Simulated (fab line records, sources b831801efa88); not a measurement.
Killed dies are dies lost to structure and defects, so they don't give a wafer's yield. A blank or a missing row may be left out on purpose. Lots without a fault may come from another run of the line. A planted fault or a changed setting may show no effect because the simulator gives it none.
Which tool did it? | flow sky130 | 11 lots, 32 wafers sampled, at 2 steps of a route of 708

WHAT THE GAUGES READ, wafer by wafer
SKY_CONTACT_RS_MEAS_25: measures by four-point-probe. Usual: CONTACT_W_RS 0.337 ohm/sq, standard deviation 0.0032.
lot  | measured     | on            | CONTACT_W_RS (ohm/sq) | flag
L442 | day 32 09:25 | film_metro-01 | 0.339 0.337 0.338     |
L444 | day 32 17:49 | film_metro-02 | 0.340 0.344 0.336     |
L445 | day 33 04:30 | film_metro-01 | 0.334 0.334 0.335     |
L446 | day 33 12:32 | film_metro-04 | 0.334 0.336 0.333     |
L447 | day 33 14:52 | film_metro-01 | 0.336 0.335 0.337     |
L454 | day 36 00:37 | film_metro-04 | 0.340 0.339 0.332     |
L455 | day 36 11:18 | film_metro-04 | 0.336 0.337 0.339     |
L458 | day 36 23:03 | film_metro-04 | 0.341 0.339 0.334     |
L461 | day 38 07:13 | film_metro-02 | 0.335 0.332 0.333     |
L463 | day 38 15:54 | film_metro-01 | 0.337 0.336 0.337     |
L465 | day 38 21:11 | film_metro-01 | 0.336 0.337           |

SKY_CONTACT_THK_MEAS_26: measures by xrf. Usual: CONTACT_W_THK 331 nm, standard deviation 3.6.
lot  | measured     | on            | CONTACT_W_THK (nm) | flag
L442 | day 32 09:32 | film_metro-01 | 326 328 328        |
L444 | day 32 17:56 | film_metro-02 | 329 325 331        |
L445 | day 33 04:36 | film_metro-01 | 332 334 332        |
L446 | day 33 12:38 | film_metro-04 | 335 333 339        |
L447 | day 33 14:59 | film_metro-01 | 329 330 331        |
L454 | day 36 00:43 | film_metro-04 | 329 333 337        |
L455 | day 36 11:25 | film_metro-04 | 333 332 331        |
L458 | day 36 23:10 | film_metro-04 | 330 330 335        |
L461 | day 38 07:20 | film_metro-02 | 333 334 333        |
L463 | day 38 16:01 | film_metro-01 | 327 328 326        |
L465 | day 38 21:17 | film_metro-01 | 328 326            |

WHICH TOOL RAN EACH LOT (tool, then ch and the chambers of the sampled wafers, then the start)
The record holds no process step before these readings.

WHAT THE TOOLS THEMSELVES READ (means of the sampled wafers that have a number; where no wafer has one, the mark that the record gives instead)
The record holds no such reading with a usual standard deviation.

THE ANSWER, worked out from the rows above alone
Rule: a lot is off if the mean of its wafers that have a number lies more than 3 standard deviations from the usual mean. A lot without any number at a reading at which 4 lots or more have one is off too. The other lots that the step has rows for count as sound. The gauges are gone through in route order, then the tools' own readings, and for those a lot's mean is taken as printed above. The first step at which some lot is off is used, and at that step the reading that is off furthest; a lot without a number counts as furthest.
No lot is off at any reading shown: from this, nothing can be told.

WHAT THE SIMULATOR HAD PUT IN
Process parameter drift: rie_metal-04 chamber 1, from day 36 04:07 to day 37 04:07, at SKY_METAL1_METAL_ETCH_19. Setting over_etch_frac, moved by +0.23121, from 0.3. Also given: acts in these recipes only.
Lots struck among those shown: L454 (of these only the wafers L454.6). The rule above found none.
